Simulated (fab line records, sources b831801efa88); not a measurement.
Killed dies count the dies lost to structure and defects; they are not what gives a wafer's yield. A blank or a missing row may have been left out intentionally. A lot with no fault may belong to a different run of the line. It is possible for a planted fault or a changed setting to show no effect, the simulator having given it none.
Comparing a struck lot with a sound one | flow sky130 | 16 out of 708 route steps
Sound: these wafers, L158.1, L158.3, L158.5. The struck wafers were L164.3, L164.5, L164.6. The cause comes at the end.
At each step with rows: each side's tool, then ch and its chambers, then its first start. Under that, the readings that differ: sound wafers | struck wafers | difference of the means | sigmas: that difference in standard deviations of wafers without a fault.
alike: readings with means less than 2 such deviations apart, plus words and numbers identical on both sides. not compared: withheld readings, readings lacking a value on some wafer, bounds such as >300 that could conceal the same value, and numbers that have no deviation in the record and whose values overlap.
A row with sigmas, a row that says differs or no value, or rows on one side alone: a step with any of these is where the two part. Numbers that have no deviation but don't overlap get no sigmas and don't part them. A reading missing from all wafers of one side parts the sides only when that side holds two or more wafers.

first, 1 step without rows for these wafers: SKY_SONOS_ONO_CVD_04 (deposits SiO2 from SiH4/N2O, target thk 5.7199 nm).
SKY_SONOS_ONO_THK_MEAS_05:
  sound: film_metro-03 at day 13 02:28; struck: film_metro-03 at day 15 08:29
  alike: SONOS_ONO_CVD_04_THK
then, 7 steps without rows for these wafers: SKY_SONOS_ONO_DEHYDRATE_06 (time 60 s); SKY_SONOS_ONO_HMDS_07 (prime time 60 s); SKY_SONOS_ONO_COAT_08 (resist thk 1140 nm); SKY_SONOS_ONO_SOFTBAKE_09 (time 60 s); SKY_SONOS_ONO_EXPOSE_10 (exposes mask ONOM, target cd 410 nm); SKY_SONOS_ONO_PEB_11; SKY_SONOS_ONO_DEVELOP_12 (develop time 60 s).
SKY_SONOS_ONO_CD_MEAS_13: target cd 410 nm.
  sound: cd_sem-02 at day 14 04:06; struck: cd_sem-02 at day 16 12:02
  alike: cd_nm
SKY_SONOS_ONO_OVL_MEAS_14:
  sound: overlay-01 at day 14 04:13; struck: overlay-01 at day 16 12:08
  alike: SONOS_ONO_OVL
SKY_SONOS_ONO_ETCH_15: etches the open film in CHF3/O2, target depth 19.52 nm, time 7.8 s.
  sound on rie_diel-04 ch 1,3, day 14 04:16; struck on rie_diel-03 ch 1,2,3, day 16 12:09
  alike: O2_flow_sccm, bias_w, drypump_motor_current_A, oes_product_au, throttle_valve_pct
  not compared: rf_hours_counter_h
SKY_SONOS_ONO_WET_ETCH_16: etches SiO2 in dHF, target depth 14 nm, time 280 s.
  sound on wet_bench-04 ch 3, day 14 04:17; struck on wet_bench-03 ch 0, day 16 12:10
  no value came back on the struck wafers for bath_heat_duty_pct (%), run_length_s (s); on the sound wafers bath_heat_duty_pct (%) reads 8.3 7.4 6.4
  reading                                      | sound             | struck            | difference | sigmas
  model.SiO2_of_FIELD_ISO_CVD_24.thk_nm (nm)   | 383.8 386.5 386.1 | 399.3 400.3 398.4 | +13.9      |
  model.SiO2_of_NWELL_OXIDATION_01.thk_nm (nm) | 0 0 0             | 5.231 5.278 5.149 | +5.219     |
SKY_SONOS_ONO_STRIP_17: strips in O2/N2.
  sound on plasma_asher-01 ch 0, day 14 04:22; struck on plasma_asher-01 ch 0,1, day 16 12:17
  alike: drypump_motor_current_A, oes_product_au, strip_time_to_endpoint_s
  not compared: rf_hours_counter_h
SKY_SONOS_ONO_WET_ETCH_18: etches Si3N4 in H3PO4, target depth 15 nm, time 172 s.
  sound on wet_bench-03 ch 0, day 14 04:28; struck on wet_bench-04 ch 1, day 16 12:22
  reading                                    | sound             | struck            | difference | sigmas
  model.SiO2_of_FIELD_ISO_CVD_24.thk_nm (nm) | 383.7 386.4 385.9 | 399.2 400.1 398.3 | +13.9      |
  alike: bath_guard_temp_C, bath_heat_duty_pct
-- here the record skips 32 days between the struck wafers' starts before and after, leaving off in module SONOS_ONO and picking up in module PAD_OPEN (first step shown: number 708 of the route) --
SKY_PAD_OPEN_PROBE_99:
  record: rows for the struck wafers here (prober-02, day 48 14:20), none for the sound ones

## WHERE THEY PART
Last at SKY_PAD_OPEN_PROBE_99 as far as this record goes, first at SKY_SONOS_ONO_WET_ETCH_16.

WHY: the cause the simulator had injected
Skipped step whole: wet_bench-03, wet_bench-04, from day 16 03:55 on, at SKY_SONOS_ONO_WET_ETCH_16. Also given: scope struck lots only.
